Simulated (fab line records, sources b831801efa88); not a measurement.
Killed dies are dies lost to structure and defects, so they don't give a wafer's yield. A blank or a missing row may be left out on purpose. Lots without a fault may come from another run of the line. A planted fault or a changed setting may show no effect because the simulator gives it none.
One fault seen from 2 desks | flow gf180mcu | each desk has only its own numbers; what lay behind them comes last

THE METROLOGY DESK
What the gauges read, lot by lot, whatever tool the lot ran on: means of the sampled wafers that have a number. A lot is out of limits, marked OUT, if its mean lies more than 4 standard deviations from the usual mean; the brackets give that distance.
Columns: A = HV_LDD_02_OVL at GF_HV_LDD_OVL_MEAS_32, usual -0.3 nm; B = cd_nm at GF_HV_LDD_CD_MEAS_46, usual 400.1 nm; C = cd_nm at GF_PSD_CD_MEAS_07, usual 399.3 nm; D = SAB_CVD_00_THK at GF_SAB_THK_MEAS_01, usual 49.9 nm
lot  | first seen here | A    | B     | C                | D
L638 | day 11 18:34    | 0.5  | 402.1 | 400.2            | 50.3
L639 | day 12 03:04    | 1.2  | 400.3 | 398.8            | 49.3
L640 | day 12 08:08    | 0.3  | 397.4 | 399.7            | 49.7
L641 | day 12 17:41    | -1.9 | 394.2 | 400.8            | 49.4
L642 | day 13 07:28    | -1.3 | 401.6 | 400.6            | 49.8
L644 | day 13 21:31    | -1.0 | 398.6 | 398.0            | 50.5
L647 | day 15 02:07    | -0.4 | 403.1 | 400.9            | 49.9
L649 | day 15 09:20    | 0.1  | 401.3 | 401.6            | 49.7
L652 | day 16 09:40    | 0.4  | 400.5 | 409.8 (+4.2) OUT | 50.8
L653 | day 16 16:13    | 0.4  | 398.8 | 410.0 (+4.3) OUT | 50.0
L656 | day 17 19:31    | 1.0  | 398.7 | 400.0            | 48.8
L657 | day 18 04:23    | -1.3 | 399.7 | 399.8            | 50.4
L658 | day 18 10:34    | -0.7 | 399.6 | 394.4            | 50.8
L659 | day 18 21:16    | -0.8 | 401.5 | 399.0            | 49.7
This desk's finding: out of limits on L652, L653; first on L652, day 19 12:13 (cd_nm at GF_PSD_CD_MEAS_07). In limits: L638, L639, L640, L641, L642, L644, L647, L649, L656, L657, L658, L659.

THE TOOL OWNER'S DESK: litho_track-02
The tool's own readings at GF_PSD_DEVELOP_06 (develop time 60 s): means of the sampled wafers that have a number, for each lot that ran on this tool. A lot is out of limits, marked OUT, if its mean lies more than 4 standard deviations from the usual mean; the brackets give that distance.
Columns: A = chill_plate_temp_C at GF_PSD_DEVELOP_06, usual 23.01 C; B = resist_line_temp_C at GF_PSD_DEVELOP_06, usual 22.96 C
lot  | first seen here | A     | B
L638 | day 14 09:34    | 23.03 | 23.02
L639 | day 14 20:29    | 22.94 | 23.03
L642 | day 16 02:40    | 22.82 | 22.94
L644 | day 16 18:19    | 22.99 | 23.08
L649 | day 18 10:37    | 23.00 | 22.83
L652 | day 19 12:04    | 22.90 | 22.75
L653 | day 19 18:17    | 22.96 | 22.93
This desk's finding: nothing out of limits on any of the 7 lots.

PUT TOGETHER
The metrology desk could have raised an alarm at day 19 12:13, on L652, L653.
The tool owner's desk saw nothing out of limits.
The tool owner's desk has L652, L653 on record, within its limits.
Of the lots named, all ran GF_PSD_DEVELOP_06 on litho_track-02.

WHAT THE SIMULATOR HAD PUT IN
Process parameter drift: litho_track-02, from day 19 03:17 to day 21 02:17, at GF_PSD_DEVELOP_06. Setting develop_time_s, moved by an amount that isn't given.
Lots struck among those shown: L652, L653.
Hours from the fault's start to each desk's first reading out of limits: the metrology desk, 9.
